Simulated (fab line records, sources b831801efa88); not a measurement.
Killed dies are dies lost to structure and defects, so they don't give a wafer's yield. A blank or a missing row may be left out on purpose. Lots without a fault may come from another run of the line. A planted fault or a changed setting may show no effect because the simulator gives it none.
Problem report in the 8D (eight disciplines) form, filled by code | flow sky130 | the parts of the form that need people (team, actions taken, sign-off) are left out

1. THE PROBLEM
oes_product_au at SKY_METAL4_ETCH_17 reads a mean of 0.705 a.u. on 2 wafers of 2 lots; wafers without a fault read 0.755 a.u. with a standard deviation of 0.007. That is -7.1 standard deviations from the usual mean.
The step: etches SiO2 in C4F8/O2/Ar, stops on TiN, time 3.9 s, target depth 15 nm.
First seen on wafer L218.1, day 44 07:12, on rie_diel-01. The record holds 18 wafers of 6 lots with a number at this step. Rule for "out", or "out of limits": more than 4 standard deviations from the usual mean. The other wafers with a number count as sound.

2. WHAT IT IS AND WHAT IT IS NOT
question                    | is                | is not
which readings at this step | oes_product_au    | -
which lots                  | L218, L223        | L210, L213, L230, L231
which wafers of those lots  | L218.1, L223.1    | L218.3, L218.4, L223.3, L223.4
read on which tools         | rie_diel-01       | rie_diel-04
when                        | from day 44 07:12 | up to then (8 sound wafers); but 8 sound wafers of L223, L230, L231 came after

3. SUSPECTS, AND WHAT RULES EACH OUT
Counting: a tool at a process step up to the reading stays a suspect if it ran every lot that is out. Sound lots after the first of them don't rule it out here, since some wafers of a struck lot are sound.
- rie_diel-01 at SKY_METAL4_ETCH_17 (etches SiO2 in C4F8/O2/Ar, stops on TiN, time 3.9 s, target depth 15 nm): kept. It ran every lot that is out, first L218 (day 44 07:12); its last sound lot up to then is L213 (day 43 04:43). Its own readings are out on those wafers: oes_product_au.
Left after counting: rie_diel-01 at SKY_METAL4_ETCH_17.

4. THE CAUSE (what the simulator had put in)
Process parameter drift: rie_diel-01, from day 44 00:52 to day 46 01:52, at SKY_METAL4_ETCH_17. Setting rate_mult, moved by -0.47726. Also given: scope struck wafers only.
Counting left only this tool.

5. THE CHAIN OF EFFECTS, in route order
Each row: a reading whose mean over the struck wafers that have a number lies more than 3 standard deviations from the usual. Only readings for which the record gives a usual standard deviation are gone through. hours: the time from each lot's start at the first step in this table that gives one to its start at this step, as a median over the lots. sigmas: the change in usual standard deviations.
hours | step               | reading        | usual      | on struck wafers | change | sigmas
0     | SKY_METAL4_ETCH_17 | oes_product_au | 0.755 a.u. | 0.705            | -0.050 | -7.1
The process steps in it:
- SKY_METAL4_ETCH_17: etches SiO2 in C4F8/O2/Ar, stops on TiN, time 3.9 s, target depth 15 nm.

6. WHAT WOULD HAVE CAUGHT IT SOONER
In this record the first reading out of limits was taken at day 44 07:12, 6 hours after the fault began at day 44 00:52.
